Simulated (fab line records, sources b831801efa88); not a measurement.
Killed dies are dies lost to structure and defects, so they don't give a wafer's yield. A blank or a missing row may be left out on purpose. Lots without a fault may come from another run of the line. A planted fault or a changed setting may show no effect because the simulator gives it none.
Which tool did it? | flow sky130 | 11 lots, 31 wafers sampled, at 2 steps of a route of 708

WHAT THE GAUGES READ, wafer by wafer
SKY_LDD_HVN_TW_MEAS_10. Usual: LDD_HVN_TW 1433, standard deviation 6.6.
lot  | measured     | on            | LDD_HVN_TW     | flag
L605 | day 21 03:39 | film_metro-02 | 1432 1426 1428 |
L606 | day 21 10:31 | film_metro-03 | 1447 1444 1439 |
L608 | day 22 08:43 | film_metro-03 | 1437 1433 1439 |
L609 | day 22 10:21 | film_metro-04 | 1431 1428 1432 |
L614 | day 24 11:36 | film_metro-02 | 1437 1439 1445 |
L615 | day 24 20:58 | film_metro-02 | 1444 1444 1442 |
L616 | day 25 05:24 | film_metro-02 | 1437 1439 1437 |
L617 | day 25 16:32 | film_metro-03 | 1426 1430      |
L618 | day 26 00:34 | film_metro-04 | 1431 1422 1422 |
L619 | day 26 02:41 | film_metro-03 | 1432 1430      |
L626 | day 28 13:37 | film_metro-03 | 1431 1431 1434 |

SKY_LDD_HVP_TW_MEAS_10. Usual: LDD_HVP_TW 457.3, standard deviation 2.8.
lot  | measured     | on            | LDD_HVP_TW        | flag
L605 | day 22 10:52 | film_metro-03 | 454.8 454.9 455.2 |
L606 | day 22 17:36 | film_metro-02 | 455.6 456.0 456.0 |
L608 | day 23 15:07 | film_metro-01 | 461.0 460.5 459.9 |
L609 | day 23 17:13 | film_metro-03 | 455.9 459.0 457.4 |
L614 | day 25 17:07 | film_metro-01 | 463.0 460.1 460.1 |
L615 | day 26 02:37 | film_metro-01 | 461.9 458.4 459.3 |
L616 | day 26 10:18 | film_metro-03 | 454.8 456.6 455.6 |
L617 | day 26 21:23 | film_metro-01 | 457.7 460.0       |
L618 | day 27 05:44 | film_metro-02 | 458.2 458.6 458.4 |
L619 | day 27 07:38 | film_metro-01 | 459.4 460.5       |
L626 | day 29 17:55 | film_metro-02 | 456.3 458.5 454.4 |

WHICH TOOL RAN EACH LOT (tool, then ch and the chambers of the sampled wafers, then the start)
The record holds no process step before these readings.

WHAT THE TOOLS THEMSELVES READ (means of the sampled wafers that have a number; where no wafer has one, the mark that the record gives instead)
The record holds no such reading with a usual standard deviation.

THE ANSWER, worked out from the rows above alone
Rule: a lot is off if the mean of its wafers that have a number lies more than 3 standard deviations from the usual mean. A lot without any number at a reading at which 4 lots or more have one is off too. The other lots that the step has rows for count as sound. The gauges are gone through in route order, then the tools' own readings, and for those a lot's mean is taken as printed above. The first step at which some lot is off is used, and at that step the reading that is off furthest; a lot without a number counts as furthest.
No lot is off at any reading shown: from this, nothing can be told.

WHAT THE SIMULATOR HAD PUT IN
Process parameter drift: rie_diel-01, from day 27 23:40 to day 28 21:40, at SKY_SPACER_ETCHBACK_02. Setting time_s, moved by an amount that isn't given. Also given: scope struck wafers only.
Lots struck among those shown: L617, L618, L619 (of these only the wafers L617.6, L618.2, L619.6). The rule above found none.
